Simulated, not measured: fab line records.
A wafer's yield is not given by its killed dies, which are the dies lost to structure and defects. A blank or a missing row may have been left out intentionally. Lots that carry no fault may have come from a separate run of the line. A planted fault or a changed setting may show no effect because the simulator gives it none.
fab line records	flow sky130
[record] lots = 5	wafers = 15	last_day = 50
route steps=708 shown RES_PROTECT@206 POLY_GATE@213 LDD_N@237 PAD_OPEN@708
lots that met no fault: taken from a fault-free run of the same line
start_h: hours from the record's opening day to when the first of the lot's shown wafers began	wait_h: time in hours since the lot's previous step	" repeats the value in the row above	L1.1+2: one row covering several wafers at once	- no value, or no start given	* or withheld: withheld	< > ~ a bound
route shown NAME@n: NAME is a module with steps in the file, n the number in the route of the first one	usual: the fault-free wafers' mean and standard deviation	same: alike in all rows	chamber/n: place in a boat	sites: the reading at each site	_std_site: standard deviation of those values	_edge_site: outer sites' mean less inner sites'	radius_mm: for every site, how far away it sits from the centre of the wafer	mask NAME#n: copy n	behind: the most recent tool/chamber to have shaped the wafer	hold: why the lot was held/for how many hours/how that ended	device: the n, p or np transistor that did not switch	end of line: at the end of the route, the tests of the same wafers	where a step has no rows: the recipe by itself	killed: the dies lost at the first sort to structure and to defects; this is not the yield of the wafer	map: dies across one wafer; x = killed, . = not, _ = none there
set.NAME: the setting as run; set.NAME@STEP: as run at that earlier step	model.NAME: the simulator's own value behind a step, which no gauge read
lots at selected steps of the route; one table per step, one row per wafer
[[steps]]
[step SKY_RES_PROTECT_DEHYDRATE_00]
[recipe] temp_c = 200	time_s = 60
[step SKY_RES_PROTECT_HMDS_01]
[recipe] prime_time_s = 60	prime_temp_c = 120
[step SKY_RES_PROTECT_COAT_02]
[recipe] resist = NOVOLAK	spin_rpm = 3000	resist_thk_nm = 1140
[step SKY_RES_PROTECT_SOFTBAKE_03]
[recipe] temp_c = 90	time_s = 60	resist = NOVOLAK
[step SKY_RES_PROTECT_EXPOSE_04]
[recipe] mask_id = RPM	na = 0.6	source_shape = conventional	sigma_outer = 0.6	polarization = unpolarized	target_cd_nm = 1270	dose_mj = 131
[step SKY_RES_PROTECT_PEB_05]
[recipe] temp_c = withheld	time_s = *	resist = NOVOLAK
[step SKY_RES_PROTECT_DEVELOP_06]
[recipe] resist = NOVOLAK	developer = TMAH	develop_time_s = 60	dev_temp_c = 23
[step SKY_POLY_GATE_IMPLANT_02]
[recipe] species = P	energy_kev = 30	dose_cm2 = 7.7e+15	tilt_deg = 0
[step SKY_RES_PROTECT_STRIP_07]
[recipe] chemistry = O2/N2	power_w = 1400	pressure_mtorr = 1500	platen_temp_c = withheld	o2_flow_sccm = 3000	n2_flow_sccm = 300	overash_fraction = 0.5
[step SKY_RES_PROTECT_CLEAN_09]
[recipe] chemistry = SC1/SC2	mix = 1:4:20	temp_c = 70	time_s = 150	dry = n2_spin
[step SKY_POLY_GATE_CVD_03]
[recipe] material = Si3N4	precursor = DCS/NH3	target_thk_nm = 75	temp_c = 770	time_s = 1290	pressure_mtorr = 250
[usual] pressure_mtorr = 250.2/0.55	spike_tc_upper_C = 769.2/1
lot.wafer	tool	chamber	start_h	wait_h	pressure_mtorr	spike_tc_upper_C
L738.1	lpcvd-02	1	342.67	0.0	251.1	769.1
L738.2	"	1	"	"	250.4	768.8
L738.5	"	1	"	"	250.3	770.1
L748.1	lpcvd-02	1	441.73	1.0	249.6	769.8
L748.2	"	1	"	"	249.6	768.0
L748.4	"	1	"	"	250.2	769.1
L749.3	lpcvd-02	1	449.95	0.0	250.5	769.8
L749.5	"	1	"	"	250.4	769.6
L749.6	"	1	"	"	250.4	769.7
L750.1	lpcvd-02	1	455.37	0.0	250.5	767.2
L750.2	"	1	"	"	250.1	770.0
L750.3	"	1	"	"	250.6	768.8
L758.2	lpcvd-02	1	521.92	0.0	250.2	769.0
L758.4	"	1	"	"	250.0	770.2
L758.6	"	1	"	"	250.2	770.6
[step SKY_POLY_GATE_DEHYDRATE_05]
[recipe] temp_c = 200	time_s = 60
[step SKY_POLY_GATE_HMDS_06]
[recipe] prime_time_s = 60	prime_temp_c = 120
[step SKY_POLY_GATE_COAT_07]
[recipe] resist = BARC	temp_c = withheld	time_s = withheld	spin_rpm = 3000	resist_thk_nm = 110
[step SKY_POLY_GATE_COAT_08]
[recipe] resist = KrF-thick	spin_rpm = 3000	resist_thk_nm = 450
[step SKY_POLY_GATE_SOFTBAKE_09]
[recipe] temp_c = 100	time_s = 90	resist = KrF-thick
[step SKY_POLY_GATE_EXPOSE_10]
[recipe] mask_id = P1M	na = 0.68	source_shape = conventional	sigma_outer = 0.6	target_cd_nm = 150	dose_mj = 28
[step SKY_POLY_GATE_PEB_11]
[recipe] peb_temp_c = withheld	peb_time_s = withheld	resist = KrF-thick
[step SKY_POLY_GATE_DEVELOP_12]
[recipe] develop_time_s = 60	resist = KrF-thick	dev_temp_c = 21
[step SKY_POLY_GATE_ETCH_15]
[recipe] chemistry = N2/H2	target = BARC	ion_energy_ev = 200	source_w = 500	bias_w = 100	pressure_mtorr = 30	n2_flow_sccm = 100	h2_flow_sccm = 200	stop_on = SiO2	time_s = 118.5	target_depth_a = 1100
[step SKY_POLY_GATE_ETCH_16]
[recipe] stop_on = poly-Si	chemistry = CH3F/O2	target = Si3N4	source_w = 400	bias_w = 80	pressure_mtorr = 25	ch3f_flow_sccm = 40	O2_flow_sccm = 30	time_s = 147.5	target_depth_a = 750
[step SKY_POLY_GATE_ETCH_17]
[recipe] target_depth_nm = 180	stop_on = SiO2	over_etch_frac = 0.56667	chemistry = HBr/Cl2	target = poly-Si	icp_w = 400	bias_w = 100	pressure_mtorr = 10	HBr_flow_sccm = 150	Cl2_flow_sccm = 50	time_s = 70.5
[step SKY_POLY_GATE_STRIP_18]
[recipe] chemistry = O2/N2	power_w = 1400	pressure_mtorr = 1500	platen_temp_c = withheld	o2_flow_sccm = 3000	n2_flow_sccm = 300	overash_fraction = 0.5
[step SKY_POLY_GATE_CLEAN_19]
[recipe] chemistry = SC1/SC2	mix = 1:4:20	temp_c = 70	time_s = 150	dry = n2_spin
[step SKY_POLY_GATE_OXIDATION_20]
[recipe] temp_c = 850	ambient = O2	stabilise_s = 600	purge_s = 300	target_thk_a = 40	ox_time_s = 899
[step SKY_LDD_N_DEHYDRATE_00]
[recipe] temp_c = 200	time_s = 60
[step SKY_LDD_N_HMDS_01]
[recipe] prime_time_s = 60	prime_temp_c = 120
[step SKY_LDD_N_COAT_02]
[recipe] resist = NOVOLAK	spin_rpm = 3000	resist_thk_nm = 300
[step SKY_LDD_N_SOFTBAKE_03]
[recipe] temp_c = 90	time_s = 60	resist = NOVOLAK
[step SKY_LDD_N_EXPOSE_04]
[recipe] mask_id = NTM	target_cd_nm = 840	na = 0.6	source_shape = conventional	sigma_outer = 0.6	dose_mj = 110
[step SKY_LDD_N_PEB_05]
[recipe] temp_c = withheld	time_s = *	resist = NOVOLAK
[step SKY_LDD_N_DEVELOP_06]
[recipe] develop_time_s = 60	dev_temp_c = 23
[step SKY_LDD_N_IMPLANT_08]
[recipe] species = As	energy_kev = 20	dose_cm2 = 7.5e+13	tilt_deg = withheld	rotation_deg = 23
[step SKY_LDD_N_IMPLANT_09]
[recipe] species = As	energy_kev = 20	dose_cm2 = 7.5e+13	tilt_deg = withheld	rotation_deg = 113
[step SKY_PAD_OPEN_PROBE_99]
[usual] killed_at_M0_to_M3 = 42/6.9	killed_at_M4_up = 3.2/1.7	killed_at_contacts = 23/5.5	killed_at_front_end = 16/4	killed_at_other = 0.4/0.55	killed_dies = 85/9.2	killed_on_rim = 16/3.5	killed_open = 46/6.8	killed_short = 38/6.2
[same] gross_dies = 492	killed_at_back_side = 0
lot.wafer	tool	chamber	start_h	wait_h	killed_at_M0_to_M3	killed_at_M4_up	killed_at_contacts	killed_at_front_end	killed_at_other	killed_dies	killed_on_rim	killed_open	killed_short
L738.1	prober-01	-	1071.81	0.1	36	3	24	16	0	79	11	43	35
L738.2	prober-01	-	1071.86	0.1	48	6	26	14	1	95	17	54	40
L738.5	prober-01	-	1072.01	0.2	38	6	19	23	1	87	20	45	42
L748.1	prober-01	-	1144.56	0.1	34	2	21	48	0	105	27	37	30
L748.2	prober-01	-	1144.61	0.1	36	3	19	50	1	109	26	44	29
L748.4	prober-01	-	1144.71	0.2	47	3	24	46	1	121	30	54	34
L749.3	prober-02	-	1151.53	0.2	49	1	17	42	0	109	25	39	40
L749.5	prober-02	-	1151.63	0.2	39	4	19	43	1	106	19	38	38
L749.6	prober-02	-	1151.68	0.2	39	2	30	55	0	126	27	51	38
L750.1	prober-01	-	1152.36	0.1	27	3	30	50	2	112	21	36	42
L750.2	prober-01	-	1152.41	0.1	44	3	21	44	1	113	29	46	36
L750.3	prober-01	-	1152.46	0.2	41	5	27	52	0	125	28	45	44
// killed by level:class
L738.1 VIA1:geometric_particle:open=9 LI_CONTACT:geometric_particle:open=7 CONTACT:geometric_particle:open=7 VIA2:geometric_particle:open=7 VIA1:geometric_particle:short=6 LI_CONTACT:geometric_particle:short=5 POLY_GATE:geometric_particle:short=4 POLY_GATE:geometric_particle:open=4
L738.2 VIA1:geometric_particle:open=12 LI_CONTACT:geometric_particle:open=9 VIA3:geometric_particle:open=8 CONTACT:geometric_particle:open=7 FIELD_ISO:geometric_particle:open=6 LOCAL_INTERCONNECT:geometric_particle:short=6 VIA3:geometric_particle:short=6 METAL2:geometric_particle:short=5
L738.5 VIA1:geometric_particle:open=9 VIA3:geometric_particle:open=9 FIELD_ISO:geometric_particle:short=8 LI_CONTACT:geometric_particle:open=6 POLY_GATE:geometric_particle:short=5 CONTACT:geometric_particle:open=5 METAL2:geometric_particle:short=5 FIELD_ISO:geometric_particle:open=4
L748.1 POLY_GATE:unspecified=38 VIA1:geometric_particle:open=12 CONTACT:geometric_particle:open=7 CONTACT:geometric_particle:short=5 METAL1:geometric_particle:short=3 LOCAL_INTERCONNECT:geometric_particle:open=3 VIA1:geometric_particle:short=3 METAL2:geometric_particle:short=3
L748.2 POLY_GATE:unspecified=35 VIA1:geometric_particle:open=15 CONTACT:geometric_particle:open=8 VIA1:geometric_particle:short=5 VIA3:geometric_particle:open=5 LOCAL_INTERCONNECT:geometric_particle:short=4 FIELD_ISO:geometric_particle:short=3 SPACER:geometric_particle:short=3
L748.4 POLY_GATE:unspecified=33 VIA1:geometric_particle:open=16 LI_CONTACT:geometric_particle:open=9 VIA1:geometric_particle:short=8 CONTACT:geometric_particle:open=8 FIELD_ISO:geometric_particle:short=5 VIA3:geometric_particle:open=5 VIA2:geometric_particle:open=5
L749.3 POLY_GATE:unspecified=30 VIA2:geometric_particle:open=15 POLY_GATE:geometric_particle:short=7 VIA1:geometric_particle:short=6 METAL1:geometric_particle:short=5 VIA1:geometric_particle:open=5 METAL2:geometric_particle:short=5 VIA3:geometric_particle:open=5
L749.5 POLY_GATE:unspecified=30 VIA1:geometric_particle:open=9 LI_CONTACT:geometric_particle:open=6 CONTACT:geometric_particle:open=6 POLY_GATE:geometric_particle:open=5 LOCAL_INTERCONNECT:geometric_particle:short=5 METAL2:geometric_particle:short=5 VIA3:geometric_particle:open=5
L749.6 POLY_GATE:unspecified=37 VIA1:geometric_particle:open=9 LI_CONTACT:geometric_particle:open=8 CONTACT:geometric_particle:open=8 VIA2:geometric_particle:open=7 FIELD_ISO:geometric_particle:short=6 VIA3:geometric_particle:open=6 POLY_GATE:geometric_particle:short=5
L750.1 POLY_GATE:unspecified=33 LOCAL_INTERCONNECT:geometric_particle:short=8 CONTACT:geometric_particle:short=7 POLY_GATE:geometric_particle:short=6 LI_CONTACT:geometric_particle:open=6 CONTACT:geometric_particle:open=6 METAL2:geometric_particle:short=5 VIA2:geometric_particle:open=5
L750.2 POLY_GATE:unspecified=31 VIA2:geometric_particle:open=11 VIA1:geometric_particle:open=9 CONTACT:geometric_particle:open=6 CONTACT:geometric_particle:short=5 LI_CONTACT:geometric_particle:short=4 METAL1:geometric_particle:open=4 METAL1:geometric_particle:short=4
L750.3 POLY_GATE:unspecified=36 LI_CONTACT:geometric_particle:open=9 VIA1:geometric_particle:short=7 CONTACT:geometric_particle:short=7 CONTACT:geometric_particle:open=7 VIA2:geometric_particle:open=6 VIA3:geometric_particle:short=5 VIA3:geometric_particle:open=5
// map L748.4 (x killed, . not)
__________.x........_________
________........xx..x._______
______xxxx..........x.x._____
_____xxx..x..x.......x.x.____
____xxxxxx..........x...xx___
___xxxxxx.xxx....x.........__
__xxxxxxx....x.........x.x.._
_xx.xxxx.......x........x.xx.
_xx..xxxx.x...x...x.x......xx
_.........x......x........xx.
_......xxxx..x.......x....x..
_x.x...........x...........x.
_..x.........x...........x...
_.x.....x..x......xxx......x.
_xxx..............x..xxx.....
__x............x............_
___..........xxxx.....x...x__
____...x.....x...x........___
_____...x.......xx.......____
______.....xx..........._____
________.x..x....x.x.._______
__________......x..._________
// map L749.6 (x killed, . not)
__________...xx....._________
________.x.x..xx...x.._______
______xxx...x..........._____
_____xxxxx.xx....x.x.....____
____xxxxxxx...............___
___xxxxxxx.xxx.........x..x__
__xxxxxxxx..x....x......x..._
_..xxxxx.x..x......x.x.x....x
_x.xxxxx.......x......x..x...
_..x.xx.....xx...x.....x..x..
_......x.......xx.....x......
_xx.....................x..x.
_..x...x.x.....x.............
_.......x.x..........x....x.x
_.....x..x......x.....x......
__....x.x......xxx..x..x...._
___x........x..x.x...x...xx__
____.....x.....x...x......___
_____...x.............x..____
______...x.....x.x......_____
________..........xx.x_______
__________....x....x_________
[[key]]
[first_sign] step = SKY_PAD_OPEN_PROBE_99	reading = killed_at_front_end	direction = up	sigmas = 8	usual = 16	struck = 48
[effect] step = SKY_PAD_OPEN_PROBE_99	reading = killed_dies	direction = up	sigmas = 3.2	usual = 85	struck = 114
met_at SKY_POLY_GATE_CVD_03
struck_wafers L748.1,L748.2,L748.4,L749.3,L749.5,L749.6,L750.1,L750.2,L750.3
tester_left_out L748,L749,L750
onset_between 342.67 441.73
[fault] kind = chamber_particle_source	tool = lpcvd-02	chamber = -	onset_h = 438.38	steps = SKY_POLY_GATE_CVD_03	rate_per_visit_cm2 = 0.54051	end_h = 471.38
// tester_left_out: of these lots the tester's yield and bins aren't shown, on N5 and GAA mostly nor the transistor test; their killed dies are dies lost to structure and defects alone, not to doping, threshold or leakage, so they don't give the yield
